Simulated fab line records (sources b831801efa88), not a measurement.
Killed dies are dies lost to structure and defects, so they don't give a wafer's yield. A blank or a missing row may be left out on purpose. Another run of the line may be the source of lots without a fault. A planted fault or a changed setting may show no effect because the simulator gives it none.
fab line records	flow sky130
record: lots: 6	wafers: 18	lastDay: 50
route steps=708 shown VIA2@524 METAL3@532 CAPM@537 PAD_OPEN@708
lots untouched by any fault: they come from a run of this same line in which no faults occurred
startH: the number of hours between the record's first day and the start of the first shown wafer of the lot	waitH: hours since the lot's step before	" as in the row above	L1.1+2: a row that stands for several wafers	- either no value or no given start	* or withheld: withheld	< > ~ a bound
route shown NAME@n: names a module that has steps shown in the file, with the first one's number in the route	usual: average and standard deviation across the fault-free wafers	same: alike in all rows	chamber/n: place in a boat	sites: the reading at each site	_std_site: standard deviation of those values	_edge_site: inner sites' mean taken away from outer sites' mean	radiusMm: for every site, how far away it sits from the centre of the wafer	mask NAME#n: copy n	behind: the tool/chamber that last shaped the wafer	hold: cause of the lot's hold/its duration in hours/its outcome	device: the transistor (n, p or np) that didn't switch	end of line: tests run on the same wafers once the route is complete	a step without rows: its recipe alone	killed: count of dies lost to structure and defects at first sort (not the wafer's yield)	map: a wafer's dies, marking killed ones x, the rest . and places with no die _
set.NAME: the setting the step ran with; set.NAME@STEP: the setting that earlier step ran with	model.NAME: the simulator's own value behind a step, which no gauge read
lots at selected steps of the route; one table per step, one row per wafer
services: a tool's chamber out of use, with start hour (startH, from the record's first day; less than 0 if before it), hours out, and reason
== steps ==
step: SKY_VIA2_STRIP_17
recipe: chemistry: postEtchResidueRemover	timeS: 1200	tempC: 72.5
step: SKY_VIA2_CLEAN_18
recipe: chemistry: IPA	timeS: 180	tempC: 25
step: SKY_VIA2_CLEAN_19
recipe: chemistry: O3/DIW	dry: n2Spin
step: SKY_VIA2_SPUTTER_20
recipe: material: TiN	targetThkNm: 20	chamberPressurePa: 5	powerW: 4000	timeS: 80
step: SKY_VIA2_CVD_21
recipe: material: W	targetThkNm: 420	timeS: 126.4	tempC: 400	pressureTorr: 40
usual: heaterPowerW: 884/110
lot.wafer	tool	chamber	startH	waitH	heaterPowerW
L154.1	cvdW-02	1	905.15	0.0	788
L154.2	"	0	"	"	1013
L154.5	"	0	"	"	1055
L155.2	cvdW-02	0	906.81	0.0	1070
L155.4	"	1	"	"	787
L155.6	"	0	"	"	1024
L160.4	cvdW-02	0	929.25	0.1	1043
L160.5	"	1	"	"	796
L160.6	"	0	"	"	1065
L163.2	cvdW-01	1	948.30	0.0	821
L163.3	"	1	"	"	800
L163.4	"	0	"	"	853
L165.2	cvdW-02	1	957.25	0.0	772
L165.4	"	1	"	"	808
L165.5	"	0	"	"	1043
L170.2	cvdW-02	1	1005.15	0.0	798
L170.3	"	1	"	"	814
L170.5	"	1	"	"	801
step: SKY_VIA2_RS_MEAS_22
recipe: thkMeasGauge: four-point-probe	reads: W_of_VIA2_CVD_21+TiN_of_VIA2_SPUTTER_20
usual: VIA2_W_RS: 0.272/0.0032
lot.wafer	tool	chamber	startH	waitH	VIA2_W_RS[ohm/sq]
L154.1	filmMetro-01	-	905.28	0.1	0.277
L154.2	"	-	"	"	0.273
L154.5	"	-	"	"	0.272
L155.2	filmMetro-04	-	906.96	0.1	0.273
L155.4	"	-	"	"	0.279
L155.6	"	-	"	"	0.275
L160.4	filmMetro-04	-	929.40	0.1	0.270
L160.5	"	-	"	"	0.273
L160.6	"	-	"	"	0.270
L163.2	filmMetro-03	-	948.45	0.1	0.273
L163.3	"	-	"	"	0.269
L163.4	"	-	"	"	0.267
L165.2	filmMetro-03	-	957.40	0.1	0.275
L165.4	"	-	"	"	0.274
L165.5	"	-	"	"	0.273
L170.2	filmMetro-03	-	1005.35	0.2	0.274
L170.3	"	-	"	"	0.275
L170.5	"	-	"	"	0.274
step: SKY_VIA2_THK_MEAS_23
recipe: thkMeasGauge: xrf	reads: W_of_VIA2_CVD_21
usual: VIA2_W_THK: 414/7
lot.wafer	tool	chamber	startH	waitH	VIA2_W_THK[nm]
L154.1	filmMetro-01	-	905.40	0.1	411
L154.2	"	-	"	"	416
L154.5	"	-	"	"	417
L155.2	filmMetro-04	-	907.07	0.1	416
L155.4	"	-	"	"	408
L155.6	"	-	"	"	415
L160.4	filmMetro-04	-	929.49	0.1	419
L160.5	"	-	"	"	413
L160.6	"	-	"	"	418
L163.2	filmMetro-03	-	948.56	0.1	407
L163.3	"	-	"	"	412
L163.4	"	-	"	"	416
L165.2	filmMetro-03	-	957.51	0.1	404
L165.4	"	-	"	"	406
L165.5	"	-	"	"	408
L170.2	filmMetro-03	-	1005.46	0.1	402
L170.3	"	-	"	"	402
L170.5	"	-	"	"	406
step: SKY_VIA2_CMP_24
recipe: stopOn: SiO2	tOverpolishS: 20	downForcePsi: 3.5	platenRpm: 60	targetThkNm: 0	padVelocityMS: 0.94248
usual: motorCurrentA: 11.4/1	overpolishRunS: 20.001/0.009	retainingRingPressureFrac: 1.000/0.0046	timeToEndpointS: 102.3/3
lot.wafer	tool	chamber	startH	waitH	motorCurrentA	overpolishRunS	retainingRingPressureFrac	timeToEndpointS
L154.2	cmp-02	1	905.46	0.0	10.3	19.992	1.003	108.0
L154.1	"	2	"	"	11.1	20.006	1.004	102.7
L154.5	"	2	"	"	10.3	20.003	1.013	103.6
L155.2	cmp-01	1	907.22	0.1	12.6	19.994	1.001	99.8
L155.4	"	2	"	"	11.5	20.001	0.997	102.0
L155.6	"	3	"	"	12.3	20.018	1.001	102.4
L160.4	cmp-01	2	929.72	0.2	11.8	20.006	0.994	100.6
L160.5	"	2	"	"	11.8	19.999	0.997	99.8
L160.6	"	3	"	"	11.1	20.019	1.006	99.7
L163.3	cmp-02	1	948.66	0.1	9.5	19.992	0.996	102.2
L163.2	"	2	"	"	11.6	20.012	0.999	99.5
L163.4	"	3	"	"	10.3	19.983	1.004	103.6
L165.4	cmp-02	1	957.56	0.0	10.1	19.998	1.000	101.0
L165.2	"	3	"	"	10.3	19.988	0.999	95.5
L165.5	"	1	"	"	10.4	19.993	1.005	97.7
L170.3	cmp-01	1	1005.51	0.0	12.2	20.005	0.999	96.1
L170.2	"	0	"	"	11.0	20.007	1.001	101.1
L170.5	"	1	"	"	12.3	19.995	0.995	99.7
step: SKY_METAL3_SPUTTER_00
recipe: material: Ti	targetThkNm: 15	powerW: 3000	timeS: 10	chamberPressurePa: 0.4
usual: throttleValvePct: 29.8/0.84
lot.wafer	tool	chamber	startH	waitH	throttleValvePct
L154.1	pvdSputter-04	-	905.76	0.2	29.6
L154.2	"	-	"	"	30.1
L154.5	"	-	"	"	29.8
L155.2	pvdSputter-04	-	907.42	0.1	29.5
L155.4	"	-	"	"	30.2
L155.6	"	-	"	"	29.6
L160.4	pvdSputter-04	-	930.02	0.2	29.5
L160.5	"	-	"	"	29.8
L160.6	"	-	"	"	30.6
L163.2	pvdSputter-02	-	948.91	0.1	29.9
L163.3	"	-	"	"	30.5
L163.4	"	-	"	"	30.7
L165.2	pvdSputter-03	-	957.86	0.1	28.7
L165.4	"	-	"	"	29.1
L165.5	"	-	"	"	29.7
L170.2	pvdSputter-03	-	1005.81	0.1	28.2
L170.3	"	-	"	"	29.4
L170.5	"	-	"	"	28.7
step: SKY_METAL3_SPUTTER_01
recipe: material: TiN	targetThkNm: 20	powerW: 6500	timeS: 16.7	chamberPressurePa: 0.4
usual: throttleValvePct: 29.8/0.85
lot.wafer	tool	chamber	startH	waitH	throttleValvePct
L154.1	pvdSputter-04	-	905.78	0.0	29.6
L154.2	"	-	"	"	30.2
L154.5	"	-	"	"	29.5
L155.2	pvdSputter-04	-	907.45	0.0	29.3
L155.4	"	-	"	"	30.0
L155.6	"	-	"	"	30.2
L160.4	pvdSputter-04	-	930.04	0.0	29.6
L160.5	"	-	"	"	30.0
L160.6	"	-	"	"	30.9
L163.2	pvdSputter-02	-	948.93	0.0	30.1
L163.3	"	-	"	"	30.4
L163.4	"	-	"	"	30.6
L165.2	pvdSputter-03	-	957.88	0.0	28.9
L165.4	"	-	"	"	29.3
L165.5	"	-	"	"	29.3
L170.2	pvdSputter-03	-	1005.83	0.0	28.2
L170.3	"	-	"	"	29.2
L170.5	"	-	"	"	28.8
step: SKY_METAL3_SPUTTER_02
recipe: material: AlCu	targetThkNm: 735	powerW: 10600	timeS: 39.1	chamberPressurePa: 0.4
usual: throttleValvePct: 29.8/0.82
lot.wafer	tool	chamber	startH	waitH	throttleValvePct
L154.1	pvdSputter-04	-	905.81	0.0	29.4
L154.2	"	-	"	"	29.9
L154.5	"	-	"	"	29.8
L155.2	pvdSputter-04	-	907.47	0.0	29.7
L155.4	"	-	"	"	29.9
L155.6	"	-	"	"	30.1
L160.4	pvdSputter-04	-	930.07	0.0	29.5
L160.5	"	-	"	"	29.8
L160.6	"	-	"	"	30.5
L163.2	pvdSputter-02	-	948.96	0.0	30.3
L163.3	"	-	"	"	30.5
L163.4	"	-	"	"	30.6
L165.2	pvdSputter-03	-	957.91	0.0	28.9
L165.4	"	-	"	"	29.4
L165.5	"	-	"	"	29.3
L170.2	pvdSputter-03	-	1005.85	0.0	28.3
L170.3	"	-	"	"	29.4
L170.5	"	-	"	"	28.9
step: SKY_METAL3_SPUTTER_03
recipe: material: Ti	targetThkNm: 5	powerW: 3000	timeS: 3.3	chamberPressurePa: 0.4
step: SKY_METAL3_SPUTTER_04
recipe: material: TiN	targetThkNm: 70	powerW: 6500	timeS: 58.3	chamberPressurePa: 0.4
usual: throttleValvePct: 29.8/0.84
lot.wafer	tool	chamber	startH	waitH	throttleValvePct	model.TiN_of_METAL3_SPUTTER_04.thkNm
L154.1	pvdSputter-04	-	905.86	0.0	29.5	69.21
L154.2	"	-	"	"	29.8	69.03
L154.5	"	-	"	"	29.5	68.99
L155.2	pvdSputter-04	-	907.53	0.0	29.7	81.63
L155.4	"	-	"	"	30.0	70.39
L155.6	"	-	"	"	29.7	70.35
L160.4	pvdSputter-04	-	930.12	0.0	29.6	80.88
L160.5	"	-	"	"	30.0	69.16
L160.6	"	-	"	"	30.4	69.26
L163.2	pvdSputter-02	-	949.02	0.0	30.0	69.67
L163.3	"	-	"	"	30.4	69.52
L163.4	"	-	"	"	30.7	68.95
L165.2	pvdSputter-03	-	957.97	0.0	28.8	71.17
L165.4	"	-	"	"	29.2	72.9
L165.5	"	-	"	"	29.5	71.97
L170.2	pvdSputter-03	-	1005.91	0.0	28.2	69.13
L170.3	"	-	"	"	29.4	70.12
L170.5	"	-	"	"	28.9	69.45
step: SKY_CAPM_CVD_00
recipe: material: SiO2	targetThkNm: 15.5	tempC: 400	timeS: withheld	rfW: 450
step: SKY_PAD_OPEN_PROBE_99
usual: defectLimitedYield: 82.3/2.1	killed_at_M0_to_M3: 43/7.4	killed_at_M4_up: 3.1/1.8	killedAtContacts: 26/5.6	killedAtFrontEnd: 15/4.9	killedAtOther: 0.2/0.44	killedDies: 87/10	killedOpen: 48/7.6	killedShort: 39/6.2	sort_bin_3_pad_short: 0.9/0.43	sort_bin_5_function: 10.5/1.5	sort_bin_6_memory: 6.3/1.2	sortNPass: 405/10	sortYieldPct: 82.3/2.1
same: grossDies: 492	killedAtBackSide: 0	sort_bin_4_leakage[%]: 0	sort_bin_8_speed[%]: 0
lot.wafer	tool	chamber	startH	waitH	defectLimitedYield[%]	killed_at_M0_to_M3	killed_at_M4_up	killedAtContacts	killedAtFrontEnd	killedAtOther	killedDies	killedOpen	killedShort	sort_bin_3_pad_short[%]	sort_bin_5_function[%]	sort_bin_6_memory[%]	sortNPass	sortYieldPct[%]
L154.1	prober-02	-	1121.06	0.1	82.1	44	2	28	14	0	88	47	39	1.2	10.8	5.9	404	82.1
L154.2	prober-02	-	1121.11	0.1	84.6	42	2	21	11	0	76	33	43	0.6	10.4	4.5	416	84.6
L154.5	prober-02	-	1121.26	0.2	82.9	46	1	27	10	0	84	45	39	0.8	8.7	7.5	408	82.9
L155.2	prober-01	-	1121.90	0.1	82.5	40	5	19	22	0	86	36	50	0.6	11.0	5.9	406	82.5
L155.4	prober-01	-	1122.00	0.2	82.9	41	2	21	19	1	84	46	36	1.0	11.2	4.9	408	82.9
L155.6	prober-01	-	1122.10	0.2	80.3	46	2	29	19	1	97	54	43	1.2	10.0	8.5	395	80.3
L160.4	prober-01	-	1139.31	0.2	84.8	31	4	25	15	0	75	39	35	0.4	8.3	6.5	417	84.8
L160.5	prober-01	-	1139.36	0.2	81.7	53	2	22	13	0	90	46	44	1.2	12.6	4.5	402	81.7
L160.6	prober-01	-	1139.41	0.2	86.0	31	2	28	8	0	69	43	26	0.8	7.7	5.5	423	86.0
L163.2	prober-02	-	1153.12	0.1	82.7	34	2	34	15	0	85	49	36	0.4	11.2	5.7	407	82.7
L163.3	prober-02	-	1153.17	0.2	87.8	26	3	18	13	0	60	32	28	0.6	7.5	4.1	432	87.8
L163.4	prober-02	-	1153.22	0.2	83.1	40	1	21	21	0	83	45	38	0.8	9.8	6.3	409	83.1
L165.2	prober-02	-	1161.02	0.1	83.5	33	2	34	12	0	81	44	37	1.4	8.9	6.1	411	83.5
L165.4	prober-02	-	1161.12	0.2	82.7	45	3	23	14	0	85	50	35	1.6	9.3	6.3	407	82.7
L165.5	prober-02	-	1161.17	0.2	80.1	45	1	26	25	1	98	55	41	1.8	11.0	7.1	394	80.1
L170.2	prober-02	-	1192.74	0.1	84.1	37	2	23	16	0	78	41	37	1.0	10.6	4.3	414	84.1
L170.3	prober-02	-	1192.79	0.2	80.3	42	3	35	17	0	97	52	45	0.6	13.6	5.5	395	80.3
L170.5	prober-02	-	1192.89	0.2	83.7	32	5	29	14	0	80	43	36	0.8	12.0	3.5	412	83.7
killed by level:class
L154.1 CONTACT:geometricParticle:open=14 VIA1:geometricParticle:open=9 CONTACT:geometricParticle:short=8 VIA2:geometricParticle:open=7 METAL2:geometricParticle:short=6 FIELD_ISO:geometricParticle:short=5 VIA1:geometricParticle:short=5 METAL1:geometricParticle:short=4
L154.2 VIA1:geometricParticle:open=8 LI_CONTACT:geometricParticle:open=7 METAL1:geometricParticle:short=6 LOCAL_INTERCONNECT:geometricParticle:short=5 METAL3:geometricParticle:short=5 VIA1:geometricParticle:short=4 VIA2:geometricParticle:open=4 FIELD_ISO:geometricParticle:short=3
L154.5 CONTACT:geometricParticle:open=11 VIA1:geometricParticle:open=10 LI_CONTACT:geometricParticle:open=7 VIA3:geometricParticle:open=6 METAL1:geometricParticle:short=6 METAL2:geometricParticle:short=6 LOCAL_INTERCONNECT:geometricParticle:short=5 CONTACT:geometricParticle:short=4
L155.2 VIA2:geometricParticle:open=10 LI_CONTACT:geometricParticle:open=8 POLY_GATE:geometricParticle:short=7 VIA2:geometricParticle:short=7 VIA1:geometricParticle:open=6 FIELD_ISO:geometricParticle:short=5 POLY_GATE:geometricParticle:open=5 CONTACT:geometricParticle:short=5
L155.4 CONTACT:geometricParticle:open=15 VIA3:geometricParticle:open=8 METAL2:geometricParticle:short=8 VIA2:geometricParticle:open=6 FIELD_ISO:geometricParticle:short=5 POLY_GATE:geometricParticle:short=5 VIA1:geometricParticle:open=5 FIELD_ISO:geometricParticle:open=4
L155.6 CONTACT:geometricParticle:open=13 VIA1:geometricParticle:open=11 VIA2:geometricParticle:open=8 CONTACT:geometricParticle:short=7 FIELD_ISO:geometricParticle:open=7 METAL2:geometricParticle:short=7 FIELD_ISO:geometricParticle:short=5 LI_CONTACT:geometricParticle:open=4
L160.4 CONTACT:geometricParticle:open=11 METAL1:geometricParticle:short=6 POLY_GATE:geometricParticle:short=4 CONTACT:geometricParticle:short=4 METAL2:geometricParticle:short=4 VIA2:geometricParticle:open=4 VIA3:geometricParticle:open=4 POLY_GATE:geometricParticle:open=3
L160.5 METAL2:geometricParticle:short=11 VIA1:geometricParticle:open=9 CONTACT:geometricParticle:open=8 VIA3:geometricParticle:open=7 LI_CONTACT:geometricParticle:open=5 METAL1:geometricParticle:short=5 VIA2:geometricParticle:open=5 METAL3:geometricParticle:short=5
L160.6 CONTACT:geometricParticle:open=12 LI_CONTACT:geometricParticle:open=10 VIA1:geometricParticle:open=8 VIA2:geometricParticle:open=7 METAL1:geometricParticle:short=5 CONTACT:geometricParticle:short=4 METAL2:geometricParticle:short=3 VIA2:geometricParticle:short=3
L163.2 CONTACT:geometricParticle:open=14 VIA1:geometricParticle:open=10 FIELD_ISO:geometricParticle:open=7 CONTACT:geometricParticle:short=7 METAL2:geometricParticle:short=7 LI_CONTACT:geometricParticle:open=6 LOCAL_INTERCONNECT:geometricParticle:short=5 FIELD_ISO:geometricParticle:short=4
L163.3 CONTACT:geometricParticle:open=9 VIA1:geometricParticle:open=7 VIA1:geometricParticle:short=4 FIELD_ISO:geometricParticle:short=3 POLY_GATE:geometricParticle:open=3 SPACER:geometricParticle:open=3 CONTACT:geometricParticle:short=3 VIA2:geometricParticle:open=3
L163.4 CONTACT:geometricParticle:open=8 VIA2:geometricParticle:open=7 LI_CONTACT:geometricParticle:open=6 FIELD_ISO:geometricParticle:open=5 METAL1:geometricParticle:short=5 VIA1:geometricParticle:open=5 METAL2:geometricParticle:short=5 METAL3:geometricParticle:short=5
L165.2 VIA1:geometricParticle:open=9 LOCAL_INTERCONNECT:geometricParticle:short=8 LI_CONTACT:geometricParticle:open=7 VIA3:geometricParticle:open=7 CONTACT:geometricParticle:open=7 POLY_GATE:geometricParticle:short=5 LI_CONTACT:geometricParticle:short=5 VIA1:geometricParticle:short=5
L165.4 VIA1:geometricParticle:open=14 CONTACT:geometricParticle:open=11 VIA2:geometricParticle:open=9 FIELD_ISO:geometricParticle:short=5 LI_CONTACT:geometricParticle:open=4 VIA1:geometricParticle:short=4 CONTACT:geometricParticle:short=4 METAL3:geometricParticle:short=4
L165.5 VIA1:geometricParticle:open=17 POLY_GATE:geometricParticle:short=8 CONTACT:geometricParticle:short=8 VIA3:geometricParticle:open=8 CONTACT:geometricParticle:open=6 POLY_GATE:geometricParticle:open=6 LI_CONTACT:geometricParticle:open=6 FIELD_ISO:geometricParticle:open=4
L170.2 VIA1:geometricParticle:open=8 LI_CONTACT:geometricParticle:open=7 LOCAL_INTERCONNECT:geometricParticle:short=7 VIA3:geometricParticle:open=6 VIA1:geometricParticle:short=5 FIELD_ISO:geometricParticle:open=4 POLY_GATE:geometricParticle:open=4 VIA2:geometricParticle:open=4
L170.3 CONTACT:geometricParticle:short=12 LI_CONTACT:geometricParticle:open=9 CONTACT:geometricParticle:open=8 VIA1:geometricParticle:open=8 VIA2:geometricParticle:open=7 FIELD_ISO:geometricParticle:open=6 METAL1:geometricParticle:short=6 VIA3:geometricParticle:open=5
L170.5 CONTACT:geometricParticle:open=10 LI_CONTACT:geometricParticle:open=8 VIA3:geometricParticle:open=7 METAL1:geometricParticle:short=6 METAL2:geometricParticle:short=6 POLY_GATE:geometricParticle:short=5 CONTACT:geometricParticle:short=5 POLY_GATE:geometricParticle:open=4
== services ==
tool	chamber	startH	hours	kind
pvdSputter-02	-	882.23	5.3	repair
pvdSputter-02	0	897.72	-	consumableReplace:kit
pvdSputter-02	0	897.72	18.0	scheduledDown
pvdSputter-02	0	897.72	18.0	ventCycle
cvdW-01	-	904.00	14.0	pm
cvdW-01	0	904.00	14.0	ventCycle
cmp-02	-	908.08	1.3	repair
cmp-02	-	912.09	4.0	pm
cmp-02	-	916.09	-	consumableReplace:conditioner
cmp-02	-	916.09	-	consumableReplace:pad
cmp-01	-	921.28	2.9	repair
cmp-02	-	930.59	5.5	pm
cmp-02	-	940.08	0.4	repair
cmp-01	-	943.30	7.2	pm
cmp-02	-	958.95	0.6	repair
cvdW-02	1	964.27	5.6	repair
pvdSputter-03	-	966.55	3.4	repair
cmp-02	-	972.51	2.8	repair
cmp-01	-	977.89	4.7	pm
pvdSputter-03	2	983.45	-	consumableReplace:kit
pvdSputter-03	2	983.45	18.0	scheduledDown
pvdSputter-03	2	983.45	18.0	ventCycle
cmp-02	-	1002.71	3.6	repair
pvdSputter-02	-	1005.81	5.8	repair
== key ==
firstSign none at tools or gauges
modelEffect: step: SKY_METAL3_SPUTTER_04	value: TiN_of_METAL3_SPUTTER_04.thkNm	without: 69.39	struck: 81.26
metAt SKY_METAL3_SPUTTER_04
struckWafers L155.2,L160.4
onsetBetween 905.86 907.53
fault: kind: processParameterDrift	tool: pvdSputter-04	chamber: -	onsetH: 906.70	steps: SKY_METAL3_SPUTTER_04	channel: targetThkNm	offset: 11.863	shape: step	endH: 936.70	actsIn: theseRecipesOnly	stated: 70	scope: struckWafersOnly
